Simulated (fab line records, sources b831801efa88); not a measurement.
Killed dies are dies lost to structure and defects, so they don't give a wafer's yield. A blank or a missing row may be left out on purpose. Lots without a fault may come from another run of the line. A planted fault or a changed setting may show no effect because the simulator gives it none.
fab line records | flow sky130
record lots=24 wafers=72 last_day=51
route steps=708 shown SD_N@349 LOCAL_INTERCONNECT@398 CONTACT@421 VIA1@472 VIA2@519 VIA4@658
lots that met no fault: from a run of the same line without faults
start_h: hours from the record's first day to the start of the lot's first wafer shown | wait_h: hours since the lot's step before | " the same as in the row above | L1.1+2: a row that stands for several wafers | - no value, or no start given | * or withheld: withheld | < > ~ a bound
route shown NAME@n: a module of which the file shows steps, and the number in the route of the first | usual: mean/standard deviation of fault-free wafers | same: alike in all rows | chamber/n: place in a boat | sites: the reading at each site | _std_site: their standard deviation | _edge_site: outer sites' mean less inner sites' | radius_mm: how far each site lies from the wafer's centre | mask NAME#n: copy n | behind: the tool/chamber that last shaped the wafer | hold: why the lot was held/for how many hours/how that ended | device: the transistor (n, p or np) that didn't switch | end of line: the same wafers' tests at the end of the route | a step without rows: its recipe alone | killed: dies lost to structure and defects at the first sort, not the wafer's yield | map: a wafer's dies, x killed, . not, _ none there
set.NAME: the setting as run; set.NAME@STEP: as run at that earlier step | model.NAME: the simulator's own value behind a step, which no gauge read
steps of the route over a sample of lots; a table a step, a row a wafer
services: from which hour (start_h, from the record's first day; less than 0 if before it) a tool's chamber was out of use, for how many hours, and why
## steps
# step SKY_SD_N_CD_MEAS_07
# recipe target_cd_nm=380
# usual cd_nm=380/3
# columns lot.wafer tool chamber start_h wait_h cd_nm
L074.1 cd_sem-01 - 640.16 0.1 379
L074.2 " - " " 381
L074.3 " - " " 380
L075.2 cd_sem-01 - 675.08 0.1 384
L075.3 " - " " 382
L075.6 " - " " 384
L076.1 cd_sem-02 - 675.26 0.1 382
L076.5 " - " " 384
L076.6 " - " " 381
L077.1 cd_sem-02 - 676.96 0.1 382
L077.4 " - " " 382
L077.5 " - " " 381
L079.3 cd_sem-01 - 680.56 0.1 378
L079.4 " - " " 379
L079.5 " - " " 380
L078.2 cd_sem-01 - 684.13 0.1 380
L078.4 " - " " 379
L078.5 " - " " 382
L080.3 cd_sem-01 - 690.76 0.1 382
L080.5 " - " " 380
L080.6 " - " " 377
L081.1 cd_sem-02 - 705.57 0.1 378
L081.3 " - " " 375
L081.6 " - " " 378
L082.2 cd_sem-01 - 715.99 0.1 386
L082.4 " - " " 383
L082.5 " - " " 386
L084.3 cd_sem-02 - 719.56 0.1 384
L084.4 " - " " 385
L084.6 " - " " 382
L083.1 cd_sem-02 - 724.13 0.2 373
L083.2 " - " " 376
L083.5 " - " " 374
L085.1 cd_sem-01 - 726.47 0.1 383
L085.2 " - " " 383
L085.3 " - " " 384
L086.2 cd_sem-02 - 743.19 0.1 378
L086.4 " - " " 378
L086.6 " - " " 377
L087.3 cd_sem-02 - 754.31 0.1 380
L087.4 " - " " 380
L087.6 " - " " 385
L088.1 cd_sem-01 - 754.41 0.1 378
L088.3 " - " " 378
L088.6 " - " " 376
L089.2 cd_sem-01 - 764.43 0.1 384
L089.3 " - " " 385
L089.5 " - " " 383
L090.1 cd_sem-01 - 774.46 0.1 382
L090.3 " - " " 383
L090.4 " - " " 380
L091.3 cd_sem-02 - 780.50 0.1 379
L091.5 " - " " 381
L091.6 " - " " 381
L092.3 cd_sem-02 - 784.71 0.1 377
L092.4 " - " " 377
L092.6 " - " " 379
L093.1 cd_sem-02 - 799.81 0.1 378
L093.2 " - " " 380
L093.3 " - " " 381
L094.1 cd_sem-02 - 813.26 0.1 383
L094.2 " - " " 385
L094.3 " - " " 384
L095.1 cd_sem-01 - 830.61 0.1 382
L095.3 " - " " 381
L095.6 " - " " 381
L097.1 cd_sem-02 - 847.36 0.1 379
L097.2 " - " " 378
L097.4 " - " " 374
L096.1 cd_sem-02 - 849.61 0.1 382
L096.3 " - " " 380
L096.4 " - " " 381
# step SKY_LOCAL_INTERCONNECT_CD_MEAS_11
# recipe target_cd_nm=170
# usual cd_nm=170.0/1.2
# columns lot.wafer tool chamber start_h wait_h cd_nm
L074.1 cd_sem-01 - 700.11 - 169.6
L074.2 " - " " 169.7
L074.3 " - " " 169.0
L075.2 cd_sem-02 - 733.39 - 169.3
L075.3 " - " " 171.3
L075.6 " - " " 170.9
L076.1 cd_sem-02 - 734.52 - 171.3
L076.5 " - " " 168.7
L076.6 " - " " 169.9
L077.1 cd_sem-01 - 735.91 - 171.8
L077.4 " - " " 171.6
L077.5 " - " " 171.7
L079.3 cd_sem-01 - 739.10 - 170.3
L079.4 " - " " 171.3
L079.5 " - " " 170.6
L078.2 cd_sem-01 - 742.93 - 171.6
L078.4 " - " " 170.9
L078.5 " - " " 170.7
L080.3 cd_sem-01 - 749.35 - 169.2
L080.5 " - " " 169.9
L080.6 " - " " 169.5
L081.1 cd_sem-02 - 762.56 - 168.2
L081.3 " - " " 168.8
L081.6 " - " " 169.0
L082.2 cd_sem-01 - 773.43 - 169.6
L082.4 " - " " 169.2
L082.5 " - " " 169.6
L084.3 cd_sem-01 - 778.16 - 169.9
L084.4 " - " " 170.8
L084.6 " - " " 170.5
L083.1 cd_sem-01 - 781.31 - 170.0
L083.2 " - " " 170.6
L083.5 " - " " 171.4
L085.1 cd_sem-02 - 783.36 - 172.3
L085.2 " - " " 172.2
L085.3 " - " " 173.6
L086.2 cd_sem-02 - 800.19 - 169.8
L086.4 " - " " 168.7
L086.6 " - " " 170.5
L087.3 cd_sem-02 - 811.10 - 170.6
L087.4 " - " " 170.5
L087.6 " - " " 169.9
L088.1 cd_sem-02 - 812.71 - 169.3
L088.3 " - " " 170.7
L088.6 " - " " 170.2
L089.2 cd_sem-01 - 820.39 - 166.7
L089.3 " - " " 169.1
L089.5 " - " " 168.1
L090.1 cd_sem-01 - 830.97 - 167.8
L090.3 " - " " 167.9
L090.4 " - " " 168.8
L091.3 cd_sem-01 - 836.20 - 170.0
L091.5 " - " " 170.1
L091.6 " - " " 170.3
L092.3 cd_sem-01 - 840.95 - 169.1
L092.4 " - " " 169.1
L092.6 " - " " 168.9
L093.1 cd_sem-01 - 855.46 - 170.8
L093.2 " - " " 170.1
L093.3 " - " " 171.3
L094.1 cd_sem-01 - 869.11 - 169.8
L094.2 " - " " 169.9
L094.3 " - " " 169.1
L095.1 cd_sem-02 - 885.87 - 171.3
L095.3 " - " " 170.8
L095.6 " - " " 172.2
L097.1 cd_sem-01 - 901.66 - 168.6
L097.2 " - " " 168.4
L097.4 " - " " 168.5
L096.1 cd_sem-02 - 903.92 - 171.5
L096.3 " - " " 170.5
L096.4 " - " " 171.5
# step SKY_CONTACT_OVL_MEAS_15
# usual CONTACT_OVL=-3/5
# columns lot.wafer tool chamber start_h wait_h CONTACT_OVL[nm]
L074.1 overlay-01 - 729.43 0.1 0
L074.2 " - " " -4
L074.3 " - " " -9
L075.2 overlay-02 - 761.63 0.1 1
L075.3 " - " " 5
L075.6 " - " " 5
L076.1 overlay-01 - 762.74 0.1 -3
L076.5 " - " " -2
L076.6 " - " " -9
L077.1 overlay-01 - 763.98 0.1 -3
L077.4 " - " " -9
L077.5 " - " " -8
L079.3 overlay-02 - 767.14 0.1 -4
L079.4 " - " " -2
L079.5 " - " " -5
L078.2 overlay-01 - 770.89 0.1 4
L078.4 " - " " 8
L078.5 " - " " 5
L080.3 overlay-01 - 779.09 0.1 1
L080.5 " - " " 1
L080.6 " - " " -2
L081.1 overlay-01 - 790.98 0.1 -3
L081.3 " - " " -1
L081.6 " - " " -5
L082.2 overlay-02 - 801.68 0.1 -1
L082.4 " - " " 0
L082.5 " - " " -6
L084.3 overlay-02 - 805.90 0.1 -4
L084.4 " - " " 0
L084.6 " - " " 3
L083.1 overlay-01 - 809.59 0.1 0
L083.2 " - " " -8
L083.5 " - " " -9
L085.1 overlay-01 - 812.13 0.1 6
L085.2 " - " " 3
L085.3 " - " " 2
L086.2 overlay-02 - 828.65 0.1 -1
L086.4 " - " " 4
L086.6 " - " " 2
L087.3 overlay-01 - 838.39 0.1 3
L087.4 " - " " 1
L087.6 " - " " 8
L088.1 overlay-02 - 840.69 0.1 -12
L088.3 " - " " -6
L088.6 " - " " -7
L089.2 overlay-02 - 847.89 0.1 -3
L089.3 " - " " -4
L089.5 " - " " -2
L090.1 overlay-02 - 858.84 0.1 -2
L090.3 " - " " -4
L090.4 " - " " -1
L091.3 overlay-01 - 863.15 0.1 -4
L091.5 " - " " 6
L091.6 " - " " -10
L092.3 overlay-02 - 868.30 0.1 -2
L092.4 " - " " -2
L092.6 " - " " -11
L093.1 overlay-01 - 883.48 0.1 -12
L093.2 " - " " -15
L093.3 " - " " -7
L094.1 overlay-01 - 896.58 0.1 -2
L094.2 " - " " -4
L094.3 " - " " -6
L095.1 overlay-01 - 912.83 0.1 -2
L095.3 " - " " -5
L095.6 " - " " -6
L097.1 overlay-02 - 927.73 0.1 -9
L097.2 " - " " -5
L097.4 " - " " -5
L096.1 overlay-01 - 930.13 0.1 -3
L096.3 " - " " -8
L096.4 " - " " -1
# step SKY_VIA1_ETCH_14
# recipe chemistry=N2/H2 target=BARC ion_energy_ev=200 source_w=500 bias_w=100 pressure_mtorr=30 n2_flow_sccm=100 h2_flow_sccm=200 stop_on=SiO2 time_s=45.9 target_depth_a=600
# usual drypump_motor_current_A=5.7/0.35 oes_product_au=0.856/0.0047 rf_fwd_power_W=494.8/2.2 throttle_valve_pct=13.225/0.0093
# columns lot.wafer tool chamber start_h wait_h drypump_motor_current_A oes_product_au rf_fwd_power_W rf_hours_counter_h throttle_valve_pct
L074.1 rie_diel-03 0 786.61 0.0 5.5 0.850 494.1 24 13.219
L074.2 " 2 " " 5.7 0.859 494.1 6 13.211
L074.3 " 1 " " 5.3 0.856 495.4 10 13.237
L075.2 rie_diel-03 0 818.88 0.0 5.5 0.859 494.7 25 13.228
L075.3 " 1 " " 5.3 0.859 495.6 12 13.225
L075.6 " 2 " " 5.6 0.853 490.2 - 13.214
L076.1 rie_diel-02 3 819.87 0.0 5.8 0.857 495.0 8 13.231
L076.5 " 1 " " 6.0 0.851 495.7 - 13.221
L076.6 " 2 " " 5.7 0.851 495.2 - 13.233
L077.1 rie_diel-03 1 820.22 0.0 5.2 0.857 496.3 12 13.215
L077.4 " 1 " " 5.2 0.852 495.2 - 13.231
L077.5 " 0 " " 5.5 0.859 493.2 - 13.223
L079.3 rie_diel-03 1 822.87 0.0 5.3 0.849 495.6 12 13.215
L079.4 " 1 " " 5.3 0.858 493.8 - 13.240
L079.5 " 2 " " 5.7 0.860 492.4 - 13.232
L078.2 rie_diel-04 2 826.17 0.0 5.7 0.864 495.0 7 13.223
L078.4 " 3 " " 6.6 0.854 496.1 1 13.224
L078.5 " 2 " " 5.7 0.867 494.6 - 13.208
L080.3 rie_diel-04 3 835.66 0.0 6.6 0.855 496.4 1 13.247
L080.5 " 2 " " 5.7 0.860 493.0 - 13.220
L080.6 " 3 " " 6.6 0.854 497.5 - 13.222
L081.1 rie_diel-02 0 847.57 0.0 5.9 0.862 496.7 3 13.225
L081.3 " 3 " " 5.7 0.855 493.9 9 13.211
L081.6 " 0 " " 5.9 0.852 498.7 - 13.231
L082.2 rie_diel-03 2 857.41 0.0 5.7 0.854 488.7 9 13.231
L082.4 " 1 " " 5.3 0.855 493.3 13 13.221
L082.5 " 2 " " 5.7 0.857 492.2 - 13.217
L084.3 rie_diel-03 2 861.21 0.0 5.6 0.848 491.8 9 13.215
L084.4 " 1 " " 5.2 0.863 498.1 13 13.209
L084.6 " 2 " " 5.6 0.846 490.9 - 13.229
L083.1 rie_diel-02 0 864.71 0.0 5.9 0.864 496.7 3 13.213
L083.2 " 3 " " 5.7 0.853 496.3 9 13.220
L083.5 " 0 " " 5.9 0.862 497.8 - 13.223
L085.1 rie_diel-02 3 866.66 0.0 5.7 0.857 495.6 9 13.222
L085.2 " 0 " " 5.9 0.862 497.2 3 13.229
L085.3 " 1 " " 6.0 0.851 498.1 22 13.233
L086.2 rie_diel-04 3 883.72 0.0 6.6 0.864 498.3 2 13.227
L086.4 " 0 " " 5.5 0.849 491.5 9 13.212
L086.6 " 2 " " 5.7 0.853 494.0 - 13.234
L087.3 rie_diel-02 0 893.61 0.0 5.9 0.855 497.7 4 13.225
L087.4 " 2 " " 5.7 0.853 496.4 10 13.243
L087.6 " 1 " " 6.0 0.845 497.5 - 13.215
L088.1 rie_diel-02 2 895.67 0.0 5.7 0.854 495.8 10 13.214
L088.3 " 1 " " 5.9 0.860 497.0 23 13.235
L088.6 " 0 " " 5.9 0.859 497.7 - 13.227
L089.2 rie_diel-04 2 903.44 0.0 5.6 0.862 496.5 9 13.228
L089.3 " 1 " " 5.9 0.848 492.8 16 13.218
L089.5 " 3 " " 6.6 0.850 496.4 - 13.232
L090.1 rie_diel-02 2 913.21 0.0 5.7 0.858 497.8 10 13.224
L090.3 " 0 " " 5.9 0.856 496.7 5 13.225
L090.4 " 1 " " 6.0 0.847 497.6 23 13.209
L091.3 rie_diel-03 2 917.16 0.0 5.7 0.853 493.2 11 13.225
L091.5 " 3 " " 5.1 0.855 493.7 - 13.213
L091.6 " 1 " " 5.2 0.847 496.9 - 13.222
L092.3 rie_diel-03 0 922.37 0.0 5.5 0.859 493.9 0 13.219
L092.4 " 2 " " 5.6 0.857 491.4 11 13.225
L092.6 " 1 " " 5.3 0.857 495.6 - 13.222
L093.1 rie_diel-04 2 935.77 0.0 5.6 0.853 492.8 9 13.220
L093.2 " 3 " " 6.6 0.858 495.5 4 13.221
L093.3 " 0 " " 5.6 0.855 493.3 10 13.227
L094.1 rie_diel-04 0 948.81 0.0 5.5 0.856 490.1 11 13.219
L094.2 " 3 " " 6.6 0.858 497.2 4 13.221
L094.3 " 2 " " 5.7 0.856 492.3 9 13.251
L095.1 rie_diel-02 3 964.92 0.0 5.7 0.850 495.3 12 13.224
L095.3 " 1 " " 5.9 0.853 496.3 25 13.219
L095.6 " 2 " " 5.7 0.857 495.0 - 13.220
L097.1 rie_diel-03 3 989.86 0.0 5.1 0.860 495.6 27 13.231
L097.2 " 1 " " 5.2 0.852 495.0 17 13.214
L097.4 " 0 " " 5.5 0.867 490.0 2 13.248
L096.1 rie_diel-04 0 990.21 0.0 5.5 0.846 493.5 12 13.235
L096.3 " 3 " " 6.6 0.858 497.2 5 13.216
L096.4 " 2 " " 5.7 0.862 493.2 10 13.219
# step SKY_VIA2_CD_MEAS_12
# recipe target_cd_nm=200
# usual cd_nm=200.0/1.7
# columns lot.wafer tool chamber start_h wait_h cd_nm
L074.1 cd_sem-02 - 843.01 - 198.4
L074.2 " - " " 198.9
L074.3 " - " " 199.1
L075.2 cd_sem-01 - 874.98 - 198.7
L075.3 " - " " 197.7
L075.6 " - " " 197.6
L076.1 cd_sem-02 - 875.96 - 197.4
L076.5 " - " " 196.8
L076.6 " - " " 197.4
L077.1 cd_sem-02 - 876.31 - 200.9
L077.4 " - " " 201.6
L077.5 " - " " 201.0
L079.3 cd_sem-02 - 877.10 - 202.9
L079.4 " - " " 202.8
L079.5 " - " " 201.7
L078.2 cd_sem-02 - 881.88 - 199.2
L078.4 " - " " 199.4
L078.5 " - " " 199.2
L080.3 cd_sem-02 - 889.65 - 201.0
L080.5 " - " " 199.9
L080.6 " - " " 201.4
L081.1 cd_sem-01 - 902.01 - 201.6
L081.3 " - " " 199.6
L081.6 " - " " 200.2
L082.2 cd_sem-02 - 912.38 - 201.1
L082.4 " - " " 201.2
L082.5 " - " " 201.4
L084.3 cd_sem-02 - 914.95 - 199.5
L084.4 " - " " 200.1
L084.6 " - " " 200.2
L083.1 cd_sem-02 - 918.66 - 199.6
L083.2 " - " " 199.7
L083.5 " - " " 200.4
L085.1 cd_sem-02 - 920.76 - 203.0
L085.2 " - " " 203.8
L085.3 " - " " 204.4
L086.2 cd_sem-01 - 935.99 - 200.3
L086.4 " - " " 199.8
L086.6 " - " " 200.4
L087.3 cd_sem-01 - 946.15 - 203.6
L087.4 " - " " 203.3
L087.6 " - " " 202.8
L088.1 cd_sem-01 - 948.17 - 200.4
L088.3 " - " " 198.9
L088.6 " - " " 199.5
L089.2 cd_sem-01 - 955.89 - 199.3
L089.3 " - " " 199.6
L089.5 " - " " 199.4
L090.1 cd_sem-02 - 965.17 - 200.3
L090.3 " - " " 200.6
L090.4 " - " " 198.6
L091.3 cd_sem-02 - 966.90 - 200.3
L091.5 " - " " 199.6
L091.6 " - " " 200.9
L092.3 cd_sem-01 - 971.50 - 198.3
L092.4 " - " " 198.3
L092.6 " - " " 199.7
L093.1 cd_sem-02 - 991.11 - 198.4
L093.2 " - " " 196.4
L093.3 " - " " 197.7
L094.1 cd_sem-02 - 998.21 - 198.8
L094.2 " - " " 200.0
L094.3 " - " " 199.8
L095.1 cd_sem-02 - 1013.81 - 200.7
L095.3 " - " " 201.3
L095.6 " - " " 202.0
L097.1 cd_sem-02 - 1037.61 - 199.0
L097.2 " - " " 200.3
L097.4 " - " " 199.7
L096.1 cd_sem-01 - 1037.96 - 198.5
L096.3 " - " " 199.6
L096.4 " - " " 199.2
# step SKY_VIA4_RS_MEAS_19
# recipe thk_meas_gauge=four-point-probe reads=W_of_VIA4_CVD_18+TiN_of_VIA4_SPUTTER_17
# usual VIA4_W_RS=0.224/0.003
# columns lot.wafer tool chamber start_h wait_h VIA4_W_RS[ohm/sq]
L074.1 film_metro-01 - 998.97 0.1 0.224
L074.2 " - " " 0.221
L074.3 " - " " 0.226
L075.2 film_metro-03 - 1024.80 0.2 0.223
L075.3 " - " " 0.226
L075.6 " - " " 0.222
L076.1 film_metro-01 - 1024.97 0.1 0.227
L076.5 " - " " 0.221
L076.6 " - " " 0.227
L077.1 film_metro-02 - 1025.39 0.3 0.221
L077.4 " - " " 0.223
L077.5 " - " " 0.221
L079.3 film_metro-01 - 1027.11 0.1 0.220
L079.4 " - " " 0.228
L079.5 " - " " 0.220
L078.2 film_metro-01 - 1033.46 0.1 0.219
L078.4 " - " " 0.220
L078.5 " - " " 0.219
L080.3 film_metro-01 - 1041.76 0.1 0.229
L080.5 " - " " 0.223
L080.6 " - " " 0.229
L081.1 film_metro-01 - 1060.72 0.1 0.228
L081.3 " - " " 0.218
L081.6 " - " " 0.222
L082.2 film_metro-01 - 1064.94 0.1 0.221
L082.4 " - " " 0.229
L082.5 " - " " 0.231
L084.3 film_metro-03 - 1065.26 0.1 0.229
L084.4 " - " " 0.220
L084.6 " - " " 0.224
L083.1 film_metro-03 - 1066.62 0.1 0.225
L083.2 " - " " 0.225
L083.5 " - " " 0.222
L085.1 film_metro-03 - 1067.93 0.1 0.228
L085.2 " - " " 0.223
L085.3 " - " " 0.222
L086.2 film_metro-02 - 1079.98 0.1 0.222
L086.4 " - " " 0.222
L086.6 " - " " 0.227
L087.3 film_metro-02 - 1089.91 0.1 0.221
L087.4 " - " " 0.223
L087.6 " - " " 0.228
L088.1 film_metro-01 - 1090.37 0.1 0.228
L088.3 " - " " 0.230
L088.6 " - " " 0.231
L089.2 film_metro-03 - 1095.49 0.1 0.220
L089.3 " - " " 0.220
L089.5 " - " " 0.226
L090.1 film_metro-03 - 1107.11 0.1 0.220
L090.3 " - " " 0.221
L090.4 " - " " 0.225
L091.3 film_metro-01 - 1110.59 0.1 0.222
L091.5 " - " " 0.225
L091.6 " - " " 0.219
L092.3 film_metro-01 - 1113.66 0.1 0.228
L092.4 " - " " 0.224
L092.6 " - " " 0.221
L093.1 film_metro-03 - 1132.02 0.1 0.223
L093.2 " - " " 0.227
L093.3 " - " " 0.230
L094.1 film_metro-02 - 1134.75 0.1 0.219
L094.2 " - " " 0.223
L094.3 " - " " 0.219
L095.1 film_metro-01 - 1146.17 0.1 0.229
L095.3 " - " " 0.224
L095.6 " - " " 0.228
L097.1 film_metro-03 - 1165.07 0.1 0.226
L097.2 " - " " 0.222
L097.4 " - " " 0.227
L096.1 film_metro-02 - 1166.18 0.1 0.221
L096.3 " - " " 0.224
L096.4 " - " " 0.220
## services
# columns tool chamber start_h hours kind
rie_diel-03 3 769.46 4.5 repair
rie_diel-03 0 774.88 7.7 repair
rie_diel-04 0 776.11 3.2 repair
rie_diel-02 1 780.02 6.7 repair
rie_diel-03 3 800.84 39.9 repair
rie_diel-03 0 903.34 - clean
rie_diel-03 0 903.34 - consumable_replace:showerhead
rie_diel-03 0 903.34 17.1 scheduled_down
rie_diel-03 0 903.34 17.1 vent_cycle
rie_diel-02 1 987.31 - clean
rie_diel-02 1 987.31 27.1 scheduled_down
rie_diel-02 1 987.31 27.1 vent_cycle
## key
fault none
